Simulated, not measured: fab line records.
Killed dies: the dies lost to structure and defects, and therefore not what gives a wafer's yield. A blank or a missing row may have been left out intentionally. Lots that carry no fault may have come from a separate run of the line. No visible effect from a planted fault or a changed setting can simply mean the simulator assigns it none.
Chamber matching	flow sky130	3 sister chambers for SKY_VIA3_HDPCVD_00 on hdpcvd-01
The step deposits SiO2, target thk 1635 nm, time 272.5 s. 3 wafers are shown with their chamber, then 9 later ones without.

## WAFERS PAIRED WITH THEIR CHAMBERS
wafer	chamber	run_length_s (s)
L541.5	0	300.4
L542.1	2	300.4
L542.3	1	300.7

## WAFERS WITHOUT THEIR CHAMBER
wafer	run_length_s (s)
L542.5	299.8
L543.3	300.0
L543.4	300.6
L543.5	300.1
L544.3	300.2
L544.4	300.3
L544.5	300.2
L551.3	300.0
L551.6	300.2

## WHICH CHAMBER EACH ONE RAN IN
wafer	from the rows above	in truth
L542.5	can't be placed: 0 or 2 or 1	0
L543.3	can't be placed: 0 or 2 or 1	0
L543.4	can't be placed: 1 or 0 or 2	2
L543.5	can't be placed: 0 or 2 or 1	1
L544.3	can't be placed: 0 or 2 or 1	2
L544.4	can't be placed: 0 or 2 or 1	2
L544.5	can't be placed: 0 or 2 or 1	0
L551.3	can't be placed: 0 or 2 or 1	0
L551.6	can't be placed: 0 or 2 or 1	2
0 of 9 placed correctly. Can't be placed from these rows: 9 (the true chamber is among the candidates in 9). Placed wrongly: 0.
How it was worked out, from the rows above alone: a wafer's distance from a chamber is the root of the sum, over the readings, of the square of ((its reading less the chamber's mean) divided by the reading's scatter). The wafer belongs to the nearest chamber; if the next one is less than 2 further off, it can't be placed. For every chamber, the mean is computed from those of its wafers that are shown. The scatter: root of mean squared gap, hidden wafer to nearest shown wafer, with one shown wafer a chamber.
